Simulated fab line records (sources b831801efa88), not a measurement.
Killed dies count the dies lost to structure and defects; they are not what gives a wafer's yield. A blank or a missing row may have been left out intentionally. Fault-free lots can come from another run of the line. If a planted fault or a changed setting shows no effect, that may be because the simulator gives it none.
Matching of chambers || flow gf180mcu || GF_CONTACT_CMP_04 on cmp-02 has 4 sister chambers
The step polishes SiO2. 8 wafers are shown with their chamber, then 8 later ones without.

== EACH WAFER AND ITS CHAMBER ==
{"wafer": "L227.1", "chamber": 1, "motorCurrentA (A)": 9.3, "timeToEndpointS (s)": 111}
{"wafer": "L231.3", "chamber": 2, "motorCurrentA (A)": 15.9, "timeToEndpointS (s)": 108}
{"wafer": "L231.5", "chamber": 3, "motorCurrentA (A)": 15.3, "timeToEndpointS (s)": 112}
{"wafer": "L231.6", "chamber": 2, "motorCurrentA (A)": 16.1, "timeToEndpointS (s)": 128}
{"wafer": "L232.3", "chamber": 3, "motorCurrentA (A)": 15.1, "timeToEndpointS (s)": 109}
{"wafer": "L232.4", "chamber": 0, "motorCurrentA (A)": 14.3, "timeToEndpointS (s)": 122}
{"wafer": "L232.5", "chamber": 1, "motorCurrentA (A)": 9.4, "timeToEndpointS (s)": 111}
{"wafer": "L244.1", "chamber": 0, "motorCurrentA (A)": 15.0, "timeToEndpointS (s)": 116}

== WAFERS WITHOUT THEIR CHAMBER ==
{"wafer": "L244.3", "motorCurrentA (A)": 15.8, "timeToEndpointS (s)": 115}
{"wafer": "L244.6", "motorCurrentA (A)": 14.7, "timeToEndpointS (s)": 121}
{"wafer": "L245.1", "motorCurrentA (A)": 15.5, "timeToEndpointS (s)": 105}
{"wafer": "L245.2", "motorCurrentA (A)": 14.1, "timeToEndpointS (s)": 116}
{"wafer": "L245.4", "motorCurrentA (A)": 15.9, "timeToEndpointS (s)": 113}
{"wafer": "L246.1", "motorCurrentA (A)": 14.2, "timeToEndpointS (s)": 103}
{"wafer": "L246.2", "motorCurrentA (A)": 14.1, "timeToEndpointS (s)": 117}
{"wafer": "L246.3", "motorCurrentA (A)": 9.6, "timeToEndpointS (s)": 108}

== WHICH CHAMBER EACH ONE RAN IN ==
{"wafer": "L244.3", "from the rows above": "can't be placed: 2 or 3", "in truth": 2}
{"wafer": "L244.6", "from the rows above": 0, "in truth": 0}
{"wafer": "L245.1", "from the rows above": "can't be placed: 3 or 2", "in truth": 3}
{"wafer": "L245.2", "from the rows above": 0, "in truth": 0}
{"wafer": "L245.4", "from the rows above": "can't be placed: 2 or 3", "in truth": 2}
{"wafer": "L246.1", "from the rows above": "can't be placed: 0 or 3", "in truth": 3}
{"wafer": "L246.2", "from the rows above": 0, "in truth": 0}
{"wafer": "L246.3", "from the rows above": 1, "in truth": 1}
Correct placement for 4 of the 8. Unplaceable from these rows: 4, with the true chamber sitting among the candidates in 4. 0 placed wrongly.
How it was worked out, from the rows above alone: a wafer's distance from a chamber is the root of the sum, over the readings, of the square of ((its reading less the chamber's mean) divided by the reading's scatter). If the next closest chamber is less than 2 further off than the closest, the wafer can't be placed; otherwise it belongs to the closest. For every chamber, the mean is computed from those of its wafers that are shown. The scatter: take each reading less its chamber's mean, square it, sum over the shown wafers, divide by the number of wafers less the number of chambers, and take the root.
